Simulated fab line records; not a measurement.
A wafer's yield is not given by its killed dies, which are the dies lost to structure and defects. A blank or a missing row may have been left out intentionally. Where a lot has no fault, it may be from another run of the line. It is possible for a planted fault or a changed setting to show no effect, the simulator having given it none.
Which of the tools did it?    flow sky130    12 lots, 36 wafers sampled, at 5 steps of a route of 708

WHAT THE GAUGES READ, wafer by wafer
SKY_METAL1_OVL_MEAS_16. Usual: METAL1_OVL typically reads 1 nm, with standard deviation 5.3.
lot   measured      on          METAL1_OVL (nm)  flag
L820  day 33 06:17  overlay-02  0 7 1            
L821  day 33 15:38  overlay-01  0 2 -1           
L822  day 34 00:04  overlay-02  11 0 4           
L828  day 36 08:34  overlay-01  7 5 6            
L830  day 36 13:20  overlay-01  -17 0 -3         
L829  day 36 15:25  overlay-01  -3 0 5           
L835  day 38 09:27  overlay-02  -2 -5 -10        
L836  day 38 12:40  overlay-02  -2 3 -6          
L838  day 38 21:19  overlay-02  -6 0 10          
L839  day 39 07:27  overlay-01  -5 4 -9          
L840  day 39 13:40  overlay-02  -2 5 7           
L841  day 39 17:04  overlay-01  -4 1 -4          

SKY_VIA1_BOW_MEAS_03. Usual: VIA1_BOW typically reads 80 um, with standard deviation 6.7.
lot   measured      on            VIA1_BOW (um)      flag
L820  day 33 07:35  filmMetro-03  78 88 83           
L821  day 33 18:14  filmMetro-01  78 84 82           
L822  day 34 01:28  filmMetro-01  82 79 85           
L828  day 36 09:55  filmMetro-03  119 123 114 - - -  OFF
L830  day 36 14:40  filmMetro-01  99 106 110 - - -   OFF
L829  day 36 16:42  filmMetro-01  85 82 84           
L835  day 38 10:50  filmMetro-03  78 80 74           
L836  day 38 14:07  filmMetro-04  80 67 74           
L838  day 38 23:05  filmMetro-04  65 81 85           
L839  day 39 08:48  filmMetro-01  81 88 72           
L840  day 39 15:02  filmMetro-04  79 78 66           
L841  day 39 23:58  filmMetro-03  85 85 68           

TOOL THAT RAN EACH LOT (tool first, then ch and the chambers of the sampled wafers, then the start)
lot   SKY_CONTACT_ETCH_16                SKY_CONTACT_SPUTTER_23       SKY_VIA1_CMP_02
L820  rieDiel-01 ch 0, day 32 01:30      pvdSputter-04, day 32 02:18  cmp-01 ch 1,2, day 33 07:17
L821  rieDiel-03 ch 0,1,2, day 32 11:12  pvdSputter-02, day 32 11:55  cmp-01 ch 2,3, day 33 17:59
L822  rieDiel-03 ch 0,3, day 32 19:23    pvdSputter-03, day 32 20:08  cmp-01 ch 0,2,3, day 34 01:13
L828  rieDiel-01 ch 0,2, day 35 05:08    pvdSputter-02, day 35 05:52  cmp-02 ch 1,3, day 36 09:35
L830  rieDiel-03 ch 0,1,2, day 35 09:51  pvdSputter-04, day 35 10:36  cmp-01 ch 0,1,2, day 36 14:25
L829  rieDiel-04 ch 0,2, day 35 11:08    pvdSputter-03, day 35 11:52  cmp-02 ch 0,1,2, day 36 16:24
L835  rieDiel-03 ch 0,1,2, day 37 06:35  pvdSputter-02, day 37 07:20  cmp-02 ch 0,1, day 38 10:33
L836  rieDiel-04 ch 1,2,3, day 37 08:36  pvdSputter-04, day 37 09:27  cmp-01 ch 1,2,3, day 38 13:55
L838  rieDiel-03 ch 0,2,3, day 37 18:41  pvdSputter-03, day 37 19:28  cmp-02 ch 2,3, day 38 22:47
L839  rieDiel-04 ch 0,2, day 38 04:38    pvdSputter-04, day 38 05:25  cmp-02 ch 1,2, day 39 08:29
L840  rieDiel-03 ch 0,2, day 38 10:59    pvdSputter-04, day 38 11:49  cmp-02 ch 2,3, day 39 14:43
L841  rieDiel-03 ch 0,1,2, day 38 14:18  pvdSputter-02, day 38 15:07  cmp-02 ch 2,3, day 39 23:40
- SKY_CONTACT_ETCH_16: etches BARC in N2/H2, stops on SiO2, time 45.9 s, target depth 60 nm.
- SKY_CONTACT_SPUTTER_23: material TiN, target thk 20 nm, time 80 s.
- SKY_VIA1_CMP_02: polishes SiO2.

AS READ BY THE TOOLS THEMSELVES (means over the sampled wafers that have a number; for cases with no such wafer, the mark the record gives instead)
SKY_CONTACT_ETCH_16. Usual: drypumpMotorCurrentA 5.9 A, standard deviation 0.46; oesProductAu 0.856 a.u., standard deviation 0.0047; throttleValvePct 13.225 %, standard deviation 0.0099.
lot   tool        drypumpMotorCurrentA (A)  oesProductAu (a.u.)  throttleValvePct (%)  flag
L820  rieDiel-01  6.5                       0.859                13.221                
L821  rieDiel-03  5.6                       0.857                13.230                
L822  rieDiel-03  6.2                       0.856                13.221                
L828  rieDiel-01  6.3                       0.853                13.230                
L830  rieDiel-03  5.6                       0.861                13.229                
L829  rieDiel-04  5.8                       0.857                13.222                
L835  rieDiel-03  5.5                       0.855                13.232                
L836  rieDiel-04  5.7                       0.854                13.233                
L838  rieDiel-03  5.9                       0.855                13.225                
L839  rieDiel-04  5.8                       0.855                13.212                
L840  rieDiel-03  5.7                       0.857                13.229                
L841  rieDiel-03  5.5                       0.861                13.220                

SKY_CONTACT_SPUTTER_23. Usual: throttleValvePct reads 29.9 % (standard deviation 1.4).
lot   tool           throttleValvePct (%)  flag
L820  pvdSputter-04  29.1                  
L821  pvdSputter-02  29.6                  
L822  pvdSputter-03  29.9                  
L828  pvdSputter-02  30.2                  
L830  pvdSputter-04  30.3                  
L829  pvdSputter-03  30.8                  
L835  pvdSputter-02  29.0                  
L836  pvdSputter-04  29.9                  
L838  pvdSputter-03  29.3                  
L839  pvdSputter-04  29.3                  
L840  pvdSputter-04  29.1                  
L841  pvdSputter-02  29.4                  

SKY_VIA1_CMP_02. Usual: edgeZonePressureFrac 1.000, standard deviation 0.0045; headPressurePsi 4.000 psi, standard deviation 0.0084; motorCurrentA 12.2 A, standard deviation 1.2; platenRpm 60.00 rpm, standard deviation 0.037.
lot   tool    edgeZonePressureFrac  headPressurePsi (psi)  motorCurrentA (A)  platenRpm (rpm)  flag
L820  cmp-01  0.998                 4.000                  11.9               59.99            
L821  cmp-01  1.001                 4.006                  11.0               60.02            
L822  cmp-01  0.998                 3.995                  11.5               59.98            
L828  cmp-02  -                     -                      -                  -                OFF
L830  cmp-01  -                     -                      -                  -                OFF
L829  cmp-02  1.005                 4.010                  13.2               60.00            
L835  cmp-02  1.005                 3.996                  12.8               59.99            
L836  cmp-01  1.000                 3.997                  11.9               60.00            
L838  cmp-02  0.997                 3.997                  11.8               60.03            
L839  cmp-02  1.004                 4.007                  13.8               59.99            
L840  cmp-02  1.004                 4.003                  13.1               59.97            
L841  cmp-02  0.992                 3.991                  11.9               60.01            

THE ANSWER, worked out from the rows above alone
Rule: take the mean of a lot's wafers that have a number; if it is more than 3 standard deviations from the usual mean, the lot is off. A lot without any number at a reading at which 4 lots or more have one is off too. Any other lot the step has rows for is counted as sound. After the gauges, taken in route order, come the tools' own readings; for these a lot's mean is taken, as printed above. The first step at which some lot is off is used, and at that step the reading that is off furthest; a lot without a number counts as furthest.
Off: L828, L830, at SKY_VIA1_BOW_MEAS_03 (VIA1_BOW).
If a tool, at a process step before that reading, ran all the lots that are off and no sound lot after the first of them, it fits. Not tried: the gauges at SKY_VIA1_BOW_MEAS_03; whatever is off there is also off at SKY_VIA1_CMP_02, on other tools, and gauge error can't account for it. No candidate that was tried fits.

WHAT WAS PUT IN BY THE SIMULATOR
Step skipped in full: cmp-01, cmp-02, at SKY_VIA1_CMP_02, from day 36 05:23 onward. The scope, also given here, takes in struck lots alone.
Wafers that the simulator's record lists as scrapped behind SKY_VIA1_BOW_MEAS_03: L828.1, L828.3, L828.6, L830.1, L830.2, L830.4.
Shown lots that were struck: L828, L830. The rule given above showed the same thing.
